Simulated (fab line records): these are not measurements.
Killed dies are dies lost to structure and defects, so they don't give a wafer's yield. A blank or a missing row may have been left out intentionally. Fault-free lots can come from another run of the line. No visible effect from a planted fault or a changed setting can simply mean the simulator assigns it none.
One fault seen from 2 desks	flow sfq-line	each desk holds nothing but its own numbers, with what lay behind them at the end

== THE TOOL OWNER'S DESK: rie-metal-04 ==
The tool's own readings at SFQ_TRILAYER_R5_ETCH_METAL_ETCH_139 (etches the open film in Cl2, stops on SiO2, target depth 60 nm, time 40 s): means of the sampled wafers that have a number, for each lot that ran on this tool. Marked OUT: a lot whose mean sits more than 4 standard deviations from the usual mean, which makes it out of limits; the brackets give that distance.
Columns: A = drypump-motor-current-A at SFQ_TRILAYER_R5_ETCH_METAL_ETCH_139, usual 5.70 A; B = he-backside-leak-sccm at SFQ_TRILAYER_R5_ETCH_METAL_ETCH_139, usual 3.59 sccm; C = oes-product-au at SFQ_TRILAYER_R5_ETCH_METAL_ETCH_139, usual 0.990 a.u.
lot	first seen here	A	B	C
L410	day 65 09:37	5.83	3.49	0.987
L412	day 65 22:50	5.85	3.69	0.985
L413	day 66 02:26	5.87	3.68	0.986
L415	day 66 12:58	5.83	3.46	0.991
L421	day 66 20:11	5.88	3.51	0.898 (-17) OUT
L423	day 66 22:34	5.85	3.59	0.898 (-17) OUT
L430	day 70 17:41	5.77	3.55	0.991
L432	day 71 08:20	5.88	3.60	0.988
Finding of this desk: L421, L423 out of limits; the first was L421 at day 66 20:11, on oes-product-au at SFQ_TRILAYER_R5_ETCH_METAL_ETCH_139. Within limits: L410, L412, L413, L415, L430, L432.

== AT THE METROLOGY DESK ==
Lot by lot, what the gauges showed, no matter which tool ran the lot: averages of those sampled wafers that carry a number. Marked OUT: a lot whose mean sits more than 4 standard deviations from the usual mean, which makes it out of limits; the brackets give that distance.
Columns: A = M5_OVL at SFQ_M5_OVL_MEAS_932, usual 2 nm
lot	first seen here	A
L410	day 59 12:02	5
L411	day 59 18:59	0
L412	day 59 20:12	-2
L413	day 60 01:00	5
L415	day 65 02:19	6
L416	day 65 05:55	5
L417	day 65 10:43	8
L419	day 65 17:56	6
L421	day 66 01:08	-3
L423	day 66 07:07	-2
L429	day 69 21:39	5
L430	day 70 09:38	0
L431	day 70 21:39	3
L432	day 70 22:58	4
Finding of this desk: none of the 14 lots has anything out of limits.

== PUT TOGETHER ==
The tool owner's desk could have raised an alarm at day 66 20:11, on L421, L423.
At the metrology desk, nothing out of limits was observed.
The metrology desk holds a record of L421, L423, inside its limits.
The lots listed all ran SFQ_TRILAYER_R5_ETCH_METAL_ETCH_139 on rie-metal-04.

== WHAT THE SIMULATOR HAD PUT IN ==
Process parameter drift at SFQ_TRILAYER_R5_ETCH_METAL_ETCH_139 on rie-metal-04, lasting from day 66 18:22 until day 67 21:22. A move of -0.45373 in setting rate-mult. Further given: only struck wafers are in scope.
Struck lots among those shown: L421, L423.
How many hours passed from the start of the fault until each desk's first out-of-limits reading: the tool owner's desk, 2.
